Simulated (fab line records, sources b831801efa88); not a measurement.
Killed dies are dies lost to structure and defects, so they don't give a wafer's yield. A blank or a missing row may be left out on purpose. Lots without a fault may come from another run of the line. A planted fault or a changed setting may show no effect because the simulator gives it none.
Which tool did it? | flow sky130 | 14 lots, 41 wafers sampled, at 2 steps of a route of 708

WHAT THE GAUGES READ, wafer by wafer
SKY_SD_P_CD_MEAS_07: target cd 380 nm. Usual: cd_nm 379.6 nm, standard deviation 2.8.
lot  | measured     | on        | cd_nm (nm)        | flag
L701 | day 26 06:11 | cd_sem-01 | 377.6 379.8 378.5 |
L704 | day 27 07:46 | cd_sem-01 | 382.4 382.1 381.1 |
L703 | day 27 09:17 | cd_sem-01 | 382.8 383.2 382.6 |
L706 | day 27 22:07 | cd_sem-01 | 376.8 376.4 377.1 |
L705 | day 28 00:40 | cd_sem-02 | 382.3 380.1 381.9 |
L708 | day 28 12:02 | cd_sem-02 | 380.9 377.9 377.3 |
L709 | day 28 22:46 | cd_sem-02 | 375.3 375.6 379.3 |
L710 | day 29 10:38 | cd_sem-01 | 380.1 382.2 381.1 |
L711 | day 29 10:56 | cd_sem-02 | 381.9 381.4 383.9 |
L712 | day 29 13:43 | cd_sem-01 | 376.2 376.6 377.3 |
L713 | day 29 21:22 | cd_sem-01 | 383.6 381.3 384.1 |
L716 | day 31 07:43 | cd_sem-01 | 346.1 349.7       | OFF
L723 | day 32 13:58 | cd_sem-01 | 341.3 376.5 340.9 | OFF
L724 | day 32 22:04 | cd_sem-01 | 380.3 379.6 379.6 |

WHICH TOOL RAN EACH LOT (tool, then ch and the chambers of the sampled wafers, then the start)
lot  | SKY_SD_P_DEVELOP_06
L701 | litho_track-04 ch 0, day 26 05:58
L704 | litho_track-01 ch 0, day 27 07:37
L703 | litho_track-03 ch 0, day 27 09:08
L706 | litho_track-04 ch 0, day 27 21:58
L705 | litho_track-03 ch 0, day 28 00:31
L708 | litho_track-03 ch 0, day 28 11:53
L709 | litho_track-01 ch 0, day 28 22:37
L710 | litho_track-01 ch 0, day 29 10:29
L711 | litho_track-03 ch 0, day 29 10:47
L712 | litho_track-01 ch 0, day 29 13:34
L713 | litho_track-01 ch 0, day 29 21:13
L716 | litho_track-04 ch 0, day 31 07:35
L723 | litho_track-04 ch 0, day 32 13:50
L724 | litho_track-03 ch 0, day 32 21:55
- SKY_SD_P_DEVELOP_06: develop time 60 s.

WHAT THE TOOLS THEMSELVES READ (means of the sampled wafers that have a number; where no wafer has one, the mark that the record gives instead)
SKY_SD_P_DEVELOP_06. Usual: developer_temp_C 23.01 C, standard deviation 0.12.
lot  | tool           | developer_temp_C (C) | flag
L701 | litho_track-04 | 23.04                |
L704 | litho_track-01 | 22.96                |
L703 | litho_track-03 | 23.12                |
L706 | litho_track-04 | 23.08                |
L705 | litho_track-03 | 22.96                |
L708 | litho_track-03 | 22.95                |
L709 | litho_track-01 | 23.03                |
L710 | litho_track-01 | 23.02                |
L711 | litho_track-03 | 22.90                |
L712 | litho_track-01 | 22.81                |
L713 | litho_track-01 | 22.99                |
L716 | litho_track-04 | 23.06                |
L723 | litho_track-04 | 22.87                |
L724 | litho_track-03 | 22.91                |

THE ANSWER, worked out from the rows above alone
Rule: a lot is off if the mean of its wafers that have a number lies more than 3 standard deviations from the usual mean. A lot without any number at a reading at which 4 lots or more have one is off too. The other lots that the step has rows for count as sound. The gauges are gone through in route order, then the tools' own readings, and for those a lot's mean is taken as printed above. The first step at which some lot is off is used, and at that step the reading that is off furthest; a lot without a number counts as furthest.
Off: L716, L723, at SKY_SD_P_CD_MEAS_07 (cd_nm).
A tool fits if, at a process step before that reading, it ran every lot that is off, and no sound lot after the first of them. The gauges at SKY_SD_P_CD_MEAS_07 are tried like those tools. One fits: litho_track-04 at SKY_SD_P_DEVELOP_06. Its last sound lot is L706 (day 27 21:58), its first lot that is off L716 (day 31 07:35): a fault that began between those two fits.

WHAT THE SIMULATOR HAD PUT IN
Process parameter drift: litho_track-04, from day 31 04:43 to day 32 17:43, at SKY_SD_P_DEVELOP_06. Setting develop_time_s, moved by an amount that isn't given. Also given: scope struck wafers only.
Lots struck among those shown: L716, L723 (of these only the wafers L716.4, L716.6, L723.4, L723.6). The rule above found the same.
